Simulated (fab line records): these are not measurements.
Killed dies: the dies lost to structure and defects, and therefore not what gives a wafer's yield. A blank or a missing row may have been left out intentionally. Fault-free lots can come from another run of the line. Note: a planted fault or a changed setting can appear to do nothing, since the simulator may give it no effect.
Matching of chambers -- flow gf180mcu -- GF_CONTACT_CVD_02 on pecvd-02: 3 sister chambers
The step deposits SiO2 from TEOS, target thk 860 nm, time 95.992 s. 14 wafers are shown with their chamber, then 7 later ones without.

## WAFERS WITH THEIR CHAMBER
wafer,chamber,heater_power_w (W)
L563.1,1,605
L563.5,2,682
L563.6,0,768
L564.2,1,530
L564.3,2,566
L564.6,1,591
L565.2,1,546
L565.3,2,678
L565.5,2,683
L566.3,1,546
L566.5,1,614
L566.6,0,678
L569.2,1,595
L569.4,1,627

SIGNATURES, as means of the wafers listed above
reading,chamber 0,chamber 1,chamber 2,scatter within a chamber
heater_power_w,723.00,581.75,652.25,45.8
Rule: a wafer lies at a distance from a chamber equal to the root of the sum of squares, over the readings, of (its reading less the chamber's mean, divided by the reading's scatter). The wafer belongs to the nearest chamber; if the next one is less than 2 further off, it can't be placed. The scatter is the square root of a quotient: the sum, over the shown wafers, of each reading's squared deviation from its chamber's mean, divided by wafers minus chambers.

## WAFERS WITHOUT THEIR CHAMBER
wafer,heater_power_w (W)
L569.6,812
L572.1,659
L572.3,518
L572.6,592
L585.1,622
L585.3,805
L585.6,548

## THE CHAMBER EACH PASSED THROUGH
wafer,from the rows above,in truth
L569.6,can't be placed: 0 or 2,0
L572.1,can't be placed: 2 or 0 or 1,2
L572.3,can't be placed: 1 or 2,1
L572.6,can't be placed: 1 or 2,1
L585.1,can't be placed: 2 or 1 or 0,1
L585.3,can't be placed: 0 or 2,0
L585.6,can't be placed: 1 or 2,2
Correctly placed: 0 of 7. Unplaceable from these rows: 7, with the true chamber sitting among the candidates in 7. Number placed wrongly: 0.
